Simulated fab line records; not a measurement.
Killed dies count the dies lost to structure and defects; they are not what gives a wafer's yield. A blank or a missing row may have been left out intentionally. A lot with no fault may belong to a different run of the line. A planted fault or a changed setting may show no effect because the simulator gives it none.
Chamber matching	flow gf180mcu	cmp-02 running GF_V3_CMP_26: 4 sister chambers
The step polishes, stops on SiO2, t overpolish 15 s, target thk 0 nm. 4 wafers are shown with their chamber, then 8 later ones without.

== WAFERS PAIRED WITH THEIR CHAMBERS ==
wafer	chamber	motor_current_A (A)
L091.1	3	12.0
L091.3	2	9.2
L091.4	0	10.4
L092.2	1	10.6

== WAFERS WHOSE CHAMBER IS MISSING ==
wafer	motor_current_A (A)
L092.5	12.1
L092.6	10.4
L093.1	10.1
L093.5	9.3
L093.6	10.5
L094.2	10.2
L094.3	11.9
L094.5	10.6

== WHICH CHAMBER EACH WENT THROUGH ==
wafer	from the rows above	in truth
L092.5	3	3
L092.6	can't be placed: 0 or 1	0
L093.1	can't be placed: 0 or 1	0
L093.5	2	2
L093.6	can't be placed: 0 or 1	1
L094.2	can't be placed: 0 or 1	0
L094.3	3	3
L094.5	can't be placed: 1 or 0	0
3 of 8 placed correctly. From these rows, 5 cannot be placed; in 5 the true chamber is one of the candidates. Placed wrongly: 0.
How it was worked out, from the rows above alone: a wafer's distance from a chamber is the root of the sum, over the readings, of the square of ((its reading less the chamber's mean) divided by the reading's scatter). If the next closest chamber is less than 2 further off than the closest, the wafer can't be placed; otherwise it belongs to the closest. For every chamber, the mean is computed from those of its wafers that are shown. The scatter: with one shown wafer a chamber, the root of the mean of the squares of how far each hidden wafer lies from its nearest shown one.
